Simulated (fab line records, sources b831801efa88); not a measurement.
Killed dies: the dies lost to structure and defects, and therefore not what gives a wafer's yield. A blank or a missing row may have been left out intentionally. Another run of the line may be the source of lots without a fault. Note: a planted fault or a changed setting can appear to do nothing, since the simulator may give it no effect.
fab line records | flow sky130
[record] lots = 6 wafers = 18 last-day = 50
route steps=708 shown FIELD_ISO@19 NWELL@32 DNWELL@35 PWDE@45 PAD_OPEN@708
lots with no fault: from the same line, run without faults
start-h: the number of hours between the record's first day and the start of the first shown wafer of the lot | wait-h: time in hours since the lot's previous step | " identical to the entry in the row above | L1.1+2: several wafers, shown together as one row | - either no value or no given start | * or withheld: withheld | < > ~ a bound
route shown NAME@n: NAME is a module with steps in the file, n the number in the route of the first one | usual: mean/standard deviation taken from wafers without a fault | same: alike in all rows | chamber/n: place in a boat | sites: the reading at each site | _std_site: standard deviation across them | _edge_site: inner sites' mean taken away from outer sites' mean | radius-mm: for every site, how far away it sits from the centre of the wafer | mask NAME#n: copy n | behind: tool/chamber where the wafer was last shaped | hold: cause of the lot's hold/its duration in hours/its outcome | device: names the non-switching transistor (n, p or np) | end of line: the route-end tests of the same wafers | step lacking rows: just its recipe | killed: dies lost to structure and defects at the first sort, not the wafer's yield | map: per-die view of a wafer (x killed, . not killed, _ where there is no die)
set.NAME: the run value of the setting; set.NAME@STEP: its run value at that earlier step | model.NAME: the simulator's own value behind a step, which no gauge read
lots at selected steps of the route; one table per step, one row per wafer
services: when a tool's chamber went out of use (start-h, in hours from the record's first day, below 0 if earlier), for how many hours, and the reason
[[steps]]
[step SKY_FIELD_ISO_WET_ETCH_18]
[recipe] chemistry = H3PO4 target-depth-nm = 25 temp-c = 160 target = Si3N4 time-s = 286
[step SKY_FIELD_ISO_CLEAN_19]
[recipe] chemistry = SC1/SC2 mix = 1:4:20 temp-c = 70 time-s = 150
[step SKY_FIELD_ISO_CLEAN_20]
[recipe] chemistry = dHF time-s = 20 dilution = 100:1
[step SKY_FIELD_ISO_WET_ETCH_21]
[recipe] chemistry = dHF dilution = 100:1 target-depth-nm = 20 dry = ipa-marangoni target = SiO2 temp-c = 25 time-s = 400
[step SKY_FIELD_ISO_OXIDATION_22]
[recipe] temp-c = 950 ambient = O2 stabilise-s = 600 purge-s = 300 target-thk-a = 100 ox-time-s = 623
[step SKY_FIELD_ISO_THK_MEAS_23]
[recipe] reads = SiO2_of_FIELD_ISO_OXIDATION_22
[usual] FIELD_ISO_OXIDATION_01_THK = 9.96/0.17
// columns lot.wafer tool chamber start-h wait-h FIELD_ISO_OXIDATION_01_THK[nm]
L605.1 film-metro-02 - 62.06 0.0 10.07
L605.2 " - " " 10.07
L605.5 " - " " 10.10
L611.1 film-metro-02 - 97.79 0.0 10.18
L611.3 " - " " 10.17
L611.6 " - " " 10.10
L613.1 film-metro-01 - 104.50 0.0 9.77
L613.4 " - " " 9.73
L613.5 " - " " 9.88
L614.1 film-metro-02 - 111.21 0.0 9.78
L614.5 " - " " 9.70
L614.6 " - " " 9.89
L616.3 film-metro-02 - 122.58 0.0 10.21
L616.4 " - " " 10.20
L616.6 " - " " 9.95
L621.1 film-metro-01 - 146.24 0.0 9.73
L621.2 " - " " 9.61
L621.5 " - " " 9.63
[step SKY_FIELD_ISO_CVD_24]
[recipe] material = SiO2 target-thk-nm = 595 temp-c = 650 sigma-open-frac = 0.3 time-s = 99.2 sih4-flow-sccm = 60 pressure-mtorr = 6
[step SKY_FIELD_ISO_THK_MEAS_25]
[recipe] reads = SiO2_of_FIELD_ISO_CVD_24
[usual] FIELD_ISO_CVD_24_THK = 593/6.6
// columns lot.wafer tool chamber start-h wait-h FIELD_ISO_CVD_24_THK[nm]
L605.1 film-metro-01 - 62.20 0.0 603
L605.2 " - " " 586
L605.5 " - " " 592
L611.1 film-metro-02 - 97.93 0.0 589
L611.3 " - " " 583
L611.6 " - " " 582
L613.1 film-metro-02 - 104.63 0.0 582
L613.4 " - " " 592
L613.5 " - " " 581
L614.1 film-metro-01 - 111.34 0.0 595
L614.5 " - " " 602
L614.6 " - " " 590
L616.3 film-metro-01 - 122.71 0.1 592
L616.4 " - " " 591
L616.6 " - " " 585
L621.1 film-metro-02 - 146.37 0.0 602
L621.2 " - " " 597
L621.5 " - " " 591
[step SKY_FIELD_ISO_ANNEAL_26]
[recipe] temp-c = 1000 time-s = 1800 ambient = N2
[step SKY_FIELD_ISO_CMP_27]
[recipe] stop-on = Si3N4 t-overpolish-s = 16 down-force-psi = 4 platen-rpm = 60 target-thk-nm = 457.8 pad-velocity-m-s = 0.94248
[usual] motor-current-A = 12.1/1.3 overpolish-run-s = 15.999/0.0086 retaining-ring-pressure-frac = 0.999/0.0054 time-to-endpoint-s = 111/4.9
// columns lot.wafer tool chamber start-h wait-h motor-current-A overpolish-run-s retaining-ring-pressure-frac time-to-endpoint-s
L605.2 cmp-02 3 63.81 0.1 14.5 15.995 1.006 108
L605.1 " 1 " " 12.0 16.009 1.000 117
L605.5 " 2 " " 12.8 16.007 1.002 109
L611.1 cmp-02 0 101.81 0.0 11.3 15.999 1.004 108
L611.3 " 1 " " 11.5 16.000 0.992 119
L611.6 " 1 " " 11.8 15.988 0.994 118
L613.1 cmp-01 0 108.64 0.0 13.1 15.995 0.994 113
L613.4 " 3 " " 11.2 16.009 0.996 115
L613.5 " 0 " " 12.3 16.007 0.997 107
L614.1 cmp-02 3 114.10 0.0 14.5 15.999 1.002 109
L614.6 " 3 " " 13.8 16.011 1.002 113
L614.5 " 0 " " 10.8 15.997 0.991 110
L616.4 cmp-02 3 124.25 0.0 14.4 15.981 0.998 107
L616.3 " 1 " " 12.2 16.004 0.996 118
L616.6 " 3 " " 14.6 15.975 1.003 107
L621.2 cmp-01 2 149.25 0.0 11.1 15.998 0.998 109
L621.1 " 1 " " 10.8 16.013 1.008 107
L621.5 " 2 " " 10.2 16.021 1.002 106
[step SKY_FIELD_ISO_WET_ETCH_28]
[recipe] chemistry = dHF target-depth-nm = 23.7 target = SiO2 dilution = 10:1 temp-c = 25 time-s = 47
[step SKY_FIELD_ISO_WET_ETCH_29]
[recipe] chemistry = H3PO4 target-depth-nm = 160 target = Si3N4 temp-c = 160 time-s = 1825
[step SKY_FIELD_ISO_WET_ETCH_30]
[recipe] chemistry = dHF target-depth-nm = 25 target = SiO2 dilution = 10:1 temp-c = 25 time-s = 50
// columns lot.wafer tool chamber start-h wait-h
L605.1+2+5 wet-bench-04 2 64.59 0.0
L611.1+3+6 wet-bench-04 2 102.70 0.0
L613.1+4+5 wet-bench-04 3 109.48 0.0
L614.1+5+6 wet-bench-01 0 114.99 0.0
L616.3+4+6 wet-bench-01 2 125.13 0.0
L621.1+2+5 wet-bench-01 2 150.09 0.0
[step SKY_NWELL_CLEAN_00]
[recipe] chemistry = SC1/SC2 mix = 1:4:20 temp-c = 70 time-s = 150 dry = n2-spin
[step SKY_NWELL_OXIDATION_01]
[recipe] temp-c = 900 ambient = O2 stabilise-s = 600 purge-s = 300 target-thk-a = 100 ox-time-s = 1418
[step SKY_NWELL_THK_MEAS_02]
[recipe] reads = SiO2_of_NWELL_OXIDATION_01
[usual] NWELL_OXIDATION_THK = 9.90/0.17
// columns lot.wafer tool chamber start-h wait-h NWELL_OXIDATION_THK[nm]
L605.1 film-metro-03 - 66.56 0.0 9.67
L605.2 " - " " 9.69
L605.5 " - " " 9.73
L611.1 film-metro-01 - 105.89 0.0 9.75
L611.3 " - " " 9.77
L611.6 " - " " 9.94
L613.1 film-metro-01 - 112.61 0.0 9.85
L613.4 " - " " 9.83
L613.5 " - " " 9.81
L614.1 film-metro-03 - 117.14 0.0 10.11
L614.5 " - " " 9.98
L614.6 " - " " 10.03
L616.3 film-metro-04 - 127.45 0.0 9.83
L616.4 " - " " 9.86
L616.6 " - " " 9.84
L621.1 film-metro-01 - 153.62 0.0 9.93
L621.2 " - " " 9.87
L621.5 " - " " 9.80
[step SKY_DNWELL_DEHYDRATE_00]
[recipe] temp-c = 200 time-s = 60
[step SKY_DNWELL_HMDS_01]
[recipe] prime-time-s = 60 prime-temp-c = 120
[step SKY_DNWELL_COAT_02]
[recipe] spin-rpm = 2000 resist-thk-nm = 3000
[step SKY_DNWELL_SOFTBAKE_03]
[recipe] temp-c = 110 time-s = withheld
[step SKY_DNWELL_EXPOSE_04]
[recipe] mask-id = DNM na = 0.57 target-cd-nm = 3000 dose-mj = 222
[step SKY_DNWELL_PEB_05]
[recipe] temp-c = 115 time-s = withheld
[step SKY_DNWELL_DEVELOP_06]
[recipe] wall-angle-deg = 90 developer = TMAH develop-time-s = 60 dev-temp-c = 23
[step SKY_DNWELL_IMPLANT_07]
[recipe] species = P energy-kev = withheld dose-cm2 = withheld tilt-deg = withheld
[step SKY_DNWELL_STRIP_08]
[recipe] chemistry = O2/N2 power-w = 1400 pressure-mtorr = 1500 platen-temp-c = withheld o2-flow-sccm = 3000 n2-flow-sccm = 300 overash-fraction = 0.5
[usual] drypump-motor-current-A = 5.9/0.63 oes-product-au = 0.722/0.0042 strip-time-to-endpoint-s = 36.94/0.092
// columns lot.wafer tool chamber start-h wait-h drypump-motor-current-A oes-product-au rf-hours-counter-h strip-time-to-endpoint-s
L605.1 plasma-asher-04 0 83.28 0.1 6.4 0.721 21 36.82
L605.2 " 1 " " 6.2 0.727 21 36.89
L605.5 " 1 " " 6.2 0.719 - 36.88
L611.1 plasma-asher-01 1 123.90 0.1 5.0 0.724 1 36.89
L611.3 " 1 " " 5.0 0.719 - 36.92
L611.6 " 1 " " 5.0 0.728 - 36.84
L613.1 plasma-asher-01 1 130.88 0.1 5.1 0.719 1 36.90
L613.4 " 0 " " 6.5 0.721 - 36.97
L613.5 " 0 " " 6.6 0.723 - 36.92
L614.1 plasma-asher-04 0 135.70 0.1 6.4 0.725 27 36.87
L614.5 " 0 " " 6.4 0.717 - 36.92
L614.6 " 1 " " 6.2 0.727 - 36.91
L616.3 plasma-asher-04 1 146.78 0.1 6.2 0.720 - 36.88
L616.4 " 0 " " 6.4 0.720 - 36.82
L616.6 " 1 " " 6.2 0.714 - 36.79
L621.1 plasma-asher-04 1 173.33 0.1 6.2 0.732 31 36.69
L621.2 " 0 " " 6.3 0.725 31 36.68
L621.5 " 0 " " 6.4 0.720 - 36.77
[step SKY_DNWELL_TW_MEAS_09]
[usual] DNWELL_TW = 1115/11
// columns lot.wafer tool chamber start-h wait-h DNWELL_TW
L605.1 film-metro-01 - 83.38 0.1 1121
L605.2 " - " " 1125
L605.5 " - " " 1126
L611.1 film-metro-03 - 124.00 0.1 1094
L611.3 " - " " 1094
L611.6 " - " " 1095
L613.1 film-metro-04 - 130.98 0.1 1111
L613.4 " - " " 1118
L613.5 " - " " 1112
L614.1 film-metro-04 - 135.80 0.1 1116
L614.5 " - " " 1113
L614.6 " - " " 1119
L616.3 film-metro-03 - 146.87 0.1 1096
L616.4 " - " " 1099
L616.6 " - " " 1098
L621.1 film-metro-03 - 173.43 0.1 1104
L621.2 " - " " 1097
L621.5 " - " " 1100
[step SKY_PWDE_DEHYDRATE_00]
[recipe] temp-c = 200 time-s = 60
[step SKY_PWDE_HMDS_01]
[recipe] prime-time-s = 60 prime-temp-c = 120
[step SKY_PWDE_COAT_02]
[recipe] spin-rpm = 2000 resist-thk-nm = 3059
[step SKY_PWDE_SOFTBAKE_03]
[recipe] temp-c = 110 time-s = withheld
[step SKY_PWDE_EXPOSE_04]
[recipe] mask-id = PWDEM na = 0.6 source-shape = conventional sigma-outer = 0.6 polarization = unpolarized target-cd-nm = 840 dose-mj = 214
[step SKY_PWDE_PEB_05]
[recipe] temp-c = 115 time-s = withheld
[step SKY_PWDE_DEVELOP_06]
[recipe] wall-angle-deg = 90 developer = TMAH develop-time-s = 60 dev-temp-c = 23
[step SKY_PWDE_OVL_MEAS_07]
[usual] PWDE_OVL = 0.0/1.3
// columns lot.wafer tool chamber start-h wait-h PWDE_OVL[nm]
L605.1 overlay-02 - 100.65 - 0.2
L605.2 " - " " -1.5
L605.5 " - " " 2.7
L611.1 overlay-01 - 143.21 - 0.8
L611.3 " - " " -1.4
L611.6 " - " " 0.2
L613.1 overlay-01 - 150.35 - -2.9
L613.4 " - " " -1.1
L613.5 " - " " -1.4
L614.1 overlay-01 - 155.66 - -0.4
L614.5 " - " " -1.3
L614.6 " - " " 0.0
L616.3 overlay-02 - 167.29 - -0.8
L616.4 " - " " 0.1
L616.6 " - " " 0.0
L621.1 overlay-02 - 194.43 - 1.0
L621.2 " - " " 0.2
L621.5 " - " " -0.4
[step SKY_PWDE_IMPLANT_08]
[recipe] species = B energy-kev = 150 dose-cm2 = 3.572e+12 tilt-deg = withheld
[step SKY_PWDE_STRIP_09]
[recipe] chemistry = O2/N2 power-w = 1400 pressure-mtorr = 1500 platen-temp-c = withheld o2-flow-sccm = 3000 n2-flow-sccm = 300 overash-fraction = 0.5
[usual] drypump-motor-current-A = 5.6/0.63 oes-product-au = 0.723/0.0045 strip-time-to-endpoint-s = 37.60/0.11
// columns lot.wafer tool chamber start-h wait-h drypump-motor-current-A oes-product-au rf-hours-counter-h strip-time-to-endpoint-s
L605.1 plasma-asher-03 0 100.83 0.1 5.5 0.719 43 37.73
L605.2 " 1 " " 5.9 0.725 43 37.69
L605.5 " 0 " " 5.5 0.721 - 37.60
L611.1 plasma-asher-01 0 143.40 0.1 6.6 0.727 3 37.53
L611.3 " 0 " " 6.5 0.726 - 37.60
L611.6 " 0 " " 6.5 0.723 - 37.58
L613.1 plasma-asher-02 0 150.53 0.1 6.1 0.718 49 37.56
L613.4 " 0 " " 6.1 0.723 - 37.76
L613.5 " 1 " " 4.7 0.716 - 37.77
L614.1 plasma-asher-02 0 155.85 0.1 6.1 0.726 50 37.62
L614.5 " 1 " " 4.7 0.718 - 37.53
L614.6 " 0 " " 6.1 0.726 - 37.56
L616.3 plasma-asher-03 0 167.50 0.1 5.5 0.735 - 37.69
L616.4 " 1 " " 5.9 0.730 - 37.62
L616.6 " 1 " " 5.9 0.722 - 37.78
L621.1 plasma-asher-02 0 194.61 0.1 6.1 0.725 54 37.52
L621.2 " 1 " " 4.8 0.722 54 37.52
L621.5 " 1 " " 4.8 0.720 - 37.43
[step SKY_PWDE_TW_MEAS_10]
[usual] PWDE_TW = 374.3/3
// columns lot.wafer tool chamber start-h wait-h PWDE_TW
L605.1 film-metro-03 - 100.93 0.1 370.2
L605.2 " - " " 368.2
L605.5 " - " " 369.6
L611.1 film-metro-04 - 143.50 0.1 372.9
L611.3 " - " " 373.8
L611.6 " - " " 374.1
L613.1 film-metro-01 - 150.63 0.1 373.0
L613.4 " - " " 371.9
L613.5 " - " " 373.1
L614.1 film-metro-01 - 155.95 0.1 373.9
L614.5 " - " " 375.1
L614.6 " - " " 372.8
L616.3 film-metro-01 - 167.58 0.1 374.7
L616.4 " - " " 372.6
L616.6 " - " " 373.2
L621.1 film-metro-03 - 194.71 0.1 368.2
L621.2 " - " " 368.6
L621.5 " - " " 366.2
[step SKY_NWELL_DEHYDRATE_03]
[recipe] temp-c = 200 time-s = 60
[step SKY_NWELL_HMDS_04]
[recipe] prime-time-s = 60 prime-temp-c = 120
[step SKY_NWELL_COAT_05]
[recipe] spin-rpm = 2000 resist-thk-nm = 3000
[step SKY_NWELL_SOFTBAKE_06]
[recipe] temp-c = 110 time-s = withheld
[step SKY_NWELL_EXPOSE_07]
[recipe] mask-id = NWM na = 0.6 source-shape = conventional sigma-outer = 0.6 polarization = unpolarized target-cd-nm = 840 dose-mj = 255
[step SKY_PAD_OPEN_PROBE_99]
[usual] killed_at_M0_to_M3 = 43/6.6 killed_at_M4_up = 3.0/1.7 killed-at-contacts = 24/5.4 killed-at-front-end = 16/4.6 killed-at-other = 0.3/0.53 killed-dies = 87/9.7 killed-open = 47/7.3 killed-short = 39/6.5
[same] gross-dies = 492 killed-at-back-side = 0
// columns lot.wafer tool chamber start-h wait-h killed_at_M0_to_M3 killed_at_M4_up killed-at-contacts killed-at-front-end killed-at-other killed-dies killed-open killed-short
L611.1 prober-02 - 1152.18 0.1 33 3 19 68 0 123 42 35
L611.3 prober-02 - 1152.28 0.2 39 2 22 60 0 123 42 37
L611.6 prober-02 - 1152.43 0.2 40 3 28 62 1 134 48 43
L613.1 prober-02 - 1157.80 0.1 33 3 17 62 0 115 42 23
L613.4 prober-02 - 1157.95 0.2 40 3 27 58 0 128 38 42
L613.5 prober-02 - 1158.00 0.2 47 2 28 54 0 131 52 31
L616.3 prober-01 - 1171.50 0.2 53 3 23 11 1 91 54 37
L616.4 prober-01 - 1171.55 0.2 30 5 21 9 0 65 36 28
L616.6 prober-01 - 1171.65 0.2 39 4 21 17 0 81 48 33
// killed by level:class
L611.1 FIELD_ISO:unspecified=46 CONTACT:geometric-particle:open=9 VIA1:geometric-particle:open=9 FIELD_ISO:geometric-particle:short=7 VIA3:geometric-particle:open=5 METAL2:geometric-particle:short=5 FIELD_ISO:geometric-particle:open=4 POLY_GATE:geometric-particle:short=4
L611.3 FIELD_ISO:unspecified=44 CONTACT:geometric-particle:open=8 POLY_GATE:geometric-particle:short=7 VIA1:geometric-particle:open=7 VIA2:geometric-particle:short=6 LI_CONTACT:geometric-particle:open=6 VIA3:geometric-particle:open=6 VIA2:geometric-particle:open=5
L611.6 FIELD_ISO:unspecified=43 CONTACT:geometric-particle:open=9 METAL1:geometric-particle:short=9 LI_CONTACT:geometric-particle:open=8 VIA2:geometric-particle:open=7 POLY_GATE:geometric-particle:open=5 METAL1:geometric-particle:open=5 FIELD_ISO:geometric-particle:short=4
L613.1 FIELD_ISO:unspecified=49 VIA1:geometric-particle:open=10 CONTACT:geometric-particle:open=7 LI_CONTACT:geometric-particle:open=5 VIA2:geometric-particle:open=5 VIA3:geometric-particle:open=5 LOCAL_INTERCONNECT:geometric-particle:short=3 METAL1:geometric-particle:short=3
L613.4 FIELD_ISO:unspecified=47 CONTACT:geometric-particle:open=10 METAL2:geometric-particle:short=8 VIA1:geometric-particle:open=7 CONTACT:geometric-particle:short=6 VIA2:geometric-particle:short=6 VIA3:geometric-particle:open=5 LI_CONTACT:geometric-particle:open=4
L613.5 FIELD_ISO:unspecified=48 CONTACT:geometric-particle:open=14 VIA1:geometric-particle:open=10 VIA3:geometric-particle:open=8 LI_CONTACT:geometric-particle:open=6 VIA1:geometric-particle:short=6 CONTACT:geometric-particle:short=5 METAL1:geometric-particle:short=5
L616.3 CONTACT:geometric-particle:open=13 VIA3:geometric-particle:open=12 METAL1:geometric-particle:short=10 LI_CONTACT:geometric-particle:open=7 VIA2:geometric-particle:open=7 VIA1:geometric-particle:open=6 METAL2:geometric-particle:short=6 FIELD_ISO:geometric-particle:short=4
L616.4 METAL1:geometric-particle:short=8 VIA1:geometric-particle:open=8 CONTACT:geometric-particle:open=6 VIA3:geometric-particle:open=6 LI_CONTACT:geometric-particle:open=5 CONTACT:geometric-particle:short=5 LOCAL_INTERCONNECT:geometric-particle:short=4 VIA2:geometric-particle:open=4
L616.6 VIA1:geometric-particle:open=11 VIA3:geometric-particle:open=9 LI_CONTACT:geometric-particle:open=8 LI_CONTACT:geometric-particle:short=5 METAL3:geometric-particle:short=5 VIA2:geometric-particle:open=5 FIELD_ISO:geometric-particle:open=4 VIA3:geometric-particle:short=4
// map L611.6 (x killed, . not)
__________.x....xx.x_________
________.xxxx..x.xxx.x_______
______..xxxxxx..x..x...._____
_____.xxxxxxxxxx.....x..x____
____....xxxxxxxx..........___
___...x.xxxxxx.x......x....__
__......x.xxxx.x......x....x_
_....x..xxxx...x.............
_..x.....x...x.xx.x...xxx....
_x.....xx.....x....x.x.......
_..x.....xx........x..x..x...
_......x....x..x......xx..x.x
_.x.....x.x............x.....
_....x..x.......x....x.......
_..........xx....x..x.xx..x..
__.....xx.x..xx....x.x.x.x.._
___x.......................__
____xx.......x.......xx...___
_____......xx.......x.xx.____
______...x.......xx....._____
________..x....x....x._______
__________.....x...._________
// map L613.5 (x killed, . not)
__________....x....._________
________....x..x......_______
______x.x.......x.x....._____
_____..x...x....x........____
____...x.x..........x....x___
___....x.x...............x.__
__....x.x..x................_
_...x......x.x.xx...x..x.x...
_x..x.x.x.....x.....xx....x..
_..x....x....x.......x.x..x..
_x................x..........
_...x.x..........x.....x.....
_...x...x..x..xx.....x....xx.
_x...........x.x..x..x.xxx...
_....x.x..x..xxxx....x.x...x.
__........xxxxxxxxxx......xx_
___........xxxxxxxx......x.__
____..x..x.xxxxxxxxx.x..xx___
_____......xxxxxxx.x.....____
______x...x.xxxxxx....x._____
________x.x...x......._______
__________.x....x..._________
[[services]]
// columns tool chamber start-h hours kind
cmp-01 - 64.15 4.0 pm
plasma-asher-04 - 64.77 2.8 pm
cmp-01 - 68.15 - consumable-replace:conditioner
cmp-01 - 68.15 - consumable-replace:pad
wet-bench-04 - 104.39 1.9 pm
plasma-asher-01 - 108.75 9.0 pm
plasma-asher-01 0 108.75 9.0 vent-cycle
plasma-asher-01 1 108.75 9.0 vent-cycle
cmp-01 - 110.01 0.8 repair
plasma-asher-01 - 111.70 0.6 repair
plasma-asher-01 0 117.75 - clean
plasma-asher-01 1 117.75 - clean
cmp-02 - 117.89 0.4 repair
cmp-01 - 121.60 18.8 repair
plasma-asher-02 - 127.18 10.7 repair
plasma-asher-03 - 129.48 10.0 repair
cmp-02 - 156.86 23.9 pm
cmp-01 - 160.34 0.6 repair
wet-bench-01 - 161.76 1.9 pm
cmp-02 - 181.28 4.4 repair
[[key]]
[first-sign] step = SKY_PAD_OPEN_PROBE_99 reading = killed-at-front-end direction = up sigmas = 9.8 usual = 16 struck = 61
[effect] step = SKY_PAD_OPEN_PROBE_99 reading = killed-dies direction = up sigmas = 4 usual = 87 struck = 126
met-at SKY_FIELD_ISO_WET_ETCH_30
struck-wafers L611.1,L611.3,L611.6,L613.1,L613.4,L613.5
tester-left-out L611,L613
onset-between 64.59 102.70
also-fits SKY_DNWELL_STRIP_08:plasma-asher-01
[fault] kind = chamber-particle-source tool = wet-bench-04 chamber = - onset-h = 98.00 steps = SKY_FIELD_ISO_WET_ETCH_30 rate-per-visit-cm2 = 0.65267 end-h = 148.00
// tester-left-out: of these lots the tester's yield and bins aren't shown, on N5 and GAA mostly nor the transistor test; their killed dies are dies lost to structure and defects alone, not to doping, threshold or leakage, so they don't give the yield
